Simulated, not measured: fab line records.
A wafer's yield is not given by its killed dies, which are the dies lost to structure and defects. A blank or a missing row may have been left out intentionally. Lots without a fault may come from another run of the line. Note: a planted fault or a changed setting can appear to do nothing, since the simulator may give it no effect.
A lot that was struck, set against a sound lot -- flow sky130 -- 32 steps out of a route of 708
Sound: wafers L269.4, L269.5, L269.6. Wafers struck: L290.1, L290.6. The cause is given at the end.
Each step with rows lists, per side, the tool, then ch with its chambers, then its first start. Under that, the readings that differ: sound wafers -- struck wafers -- difference of the means -- sigmas: that difference in standard deviations of wafers without a fault.
alike: words and numbers the same on both sides, and readings whose means are apart by under 2 such deviations; not compared: readings that were withheld, readings missing a value for some wafer, numbers with overlapping values and no deviation given by the record, and bounds like >300 which may hide the same value.
The two part at a step that has a row with sigmas, a row that says differs or no value, or rows on one side only. When numbers do not overlap yet have no deviation, they are printed without sigmas and do not part them. A reading that every wafer of one side lacks parts them only if that side has two wafers or more.

first, 5 steps without rows for these wafers: SKY_CONTACT_STRIP_20 (strips in post etch residue remover, time 1200 s); SKY_CONTACT_CLEAN_21 (cleans in IPA, time 180 s); SKY_CONTACT_CLEAN_22 (cleans in O3/DIW); SKY_CONTACT_SPUTTER_23 (material TiN, target thk 20 nm, time 80 s); SKY_CONTACT_CVD_24 (deposits W, target thk 340 nm, time 102.12 s).
SKY_CONTACT_RS_MEAS_25: uses a four-point probe to measure.
  sound on filmMetro-02, day 31 14:20; struck on filmMetro-01, day 38 17:55
  alike: CONTACT_W_RS
SKY_CONTACT_THK_MEAS_26: measures by xrf.
  sound on filmMetro-02, day 31 14:26; struck on filmMetro-01, day 38 18:02
  alike: CONTACT_W_THK
SKY_CONTACT_CMP_27: polishes, stops on SiO2, t overpolish 15 s, target thk 0 nm.
  sound on cmp-01 ch 0,3, day 31 14:28; struck on cmp-02 ch 0,1, day 38 18:08
  alike: motorCurrentA, overpolishRunS, platenRpm, retainingRingPressureFrac, timeToEndpointS
then, 2 steps without rows for these wafers: SKY_METAL1_SPUTTER_00 (material Ti, target thk 15 nm, time 10 s); SKY_METAL1_SPUTTER_01 (material TiN, target thk 20 nm, time 16.7 s).
SKY_METAL1_SPUTTER_02: material AlCu, target thk 250 nm, time 13.3 s.
  sound on pvdSputter-04, day 31 14:49; struck on pvdSputter-03, day 38 18:26
  alike: throttleValvePct
SKY_METAL1_SPUTTER_03: material Ti, target thk 5 nm, time 3.3 s.
  sound on pvdSputter-04, day 31 14:50; struck on pvdSputter-03, day 38 18:28
  alike: throttleValvePct
SKY_METAL1_SPUTTER_04: material TiN, target thk 70 nm, time 58.3 s.
  sound on pvdSputter-04, day 31 14:51; struck on pvdSputter-03, day 38 18:29
reading,sound,struck,difference,sigmas
model.TiN_of_METAL1_SPUTTER_04.thkNm (nm),69.81 70.61 69.45,96.45 95.77,+26.15,
  alike: throttleValvePct
SKY_METAL1_RS_MEAS_05: uses a four-point probe to measure.
  sound on filmMetro-03, day 31 14:58; struck on filmMetro-04, day 38 18:32
  alike: METAL1_ALCU_RS
SKY_METAL1_THK_MEAS_06: measures by xrf.
  sound on filmMetro-03, day 31 15:03; struck on filmMetro-04, day 38 18:39
reading,sound,struck,difference,sigmas
METAL1_ALCU_THK (nm),248 250 248,236 240,-11,-3
then, 8 steps without rows for these wafers: SKY_METAL1_DEHYDRATE_07 (time 60 s); SKY_METAL1_HMDS_08 (prime time 60 s); SKY_METAL1_COAT_09 (resist thk 60 nm); SKY_METAL1_COAT_10 (resist thk 450 nm); SKY_METAL1_SOFTBAKE_11 (time 90 s); SKY_METAL1_EXPOSE_12 (exposes mask MM1, target cd 140 nm); SKY_METAL1_PEB_13; SKY_METAL1_DEVELOP_14 (develop time 60 s).
SKY_METAL1_CD_MEAS_15: the cd target is 140 nm.
  sound on cdSem-01, day 32 18:59; struck on cdSem-01, day 39 19:19
reading,sound,struck,difference,sigmas
cdNm (nm),142.6 141.5 141.4,137.3 137.8,-4.3,-3
SKY_METAL1_OVL_MEAS_16:
  sound on overlay-01, day 32 19:04; struck on overlay-02, day 39 19:26
  alike: METAL1_OVL
SKY_METAL1_DESCUM_17: chemistry O2, time 8 s.
  sound on rieMetal-04 ch 0,1, day 32 19:05; struck on rieMetal-03 ch 0,1, day 39 19:28
  alike: drypumpMotorCurrentA, oesProductAu
  not compared: rfHoursCounterH
then, 1 step without rows for these wafers: SKY_METAL1_ETCH_18 (etches BARC in N2/H2, stops on SiO2, time 45.9 s, target depth 60 nm).
SKY_METAL1_METAL_ETCH_19: etches the open film in Cl2/BCl3, stops on SiO2, target depth 360 nm, time 78 s.
  sound on rieMetal-04 ch 0,1, day 32 19:12; struck on rieMetal-03 ch 0,1, day 39 19:34
  alike: drypumpMotorCurrentA, oesProductAu, throttleValvePct
  not compared: rfHoursCounterH
then, 1 step without rows for these wafers: SKY_METAL1_STRIP_20 (strips in O2/N2).
SKY_METAL1_STRIP_21: strips in post etch residue remover, time 1200 s.
  sound on wetBench-01 ch 2, day 32 19:22; struck on wetBench-04 ch 2, day 39 19:45
reading,sound,struck,difference,sigmas
model.TiN_of_METAL1_SPUTTER_04.thkNm (nm),69.39 70.19 69.03,96.03 95.36,+26.16,
then, 1 step without rows for these wafers: SKY_METAL1_CLEAN_22 (cleans in IPA, time 180 s).
-- the record jumps here: 11 days lie between the struck wafers' starts before and after (it left off in module METAL1 and takes up again in module PAD_OPEN, whose first step shown is number 708 of the route) --
SKY_PAD_OPEN_PROBE_99:
  sound on prober-01, day 45 19:49; struck on prober-01, day 51 02:50
reading,sound,struck,difference,sigmas
model.etest.via1Chain.rcOhm,16.83 16.63 17.75,18.27 17.79,+0.96,
  alike: defectLimitedYield, killed_at_M0_to_M3, killed_at_M4_up, killedAtContacts, killedAtFrontEnd, killedAtOther, killedDies, killedOpen, killedShort, sort_bin_3_pad_short, sort_bin_5_function, sort_bin_6_memory, sortNPass, sortYieldPct

## WHERE THEY PART
First at SKY_METAL1_THK_MEAS_06; last, within this record, at SKY_METAL1_CD_MEAS_15. Later steps at which nothing parts them and some readings are alike: SKY_METAL1_OVL_MEAS_16, SKY_METAL1_DESCUM_17, SKY_METAL1_METAL_ETCH_19, SKY_PAD_OPEN_PROBE_99.

WHY: what had been put in by the simulator
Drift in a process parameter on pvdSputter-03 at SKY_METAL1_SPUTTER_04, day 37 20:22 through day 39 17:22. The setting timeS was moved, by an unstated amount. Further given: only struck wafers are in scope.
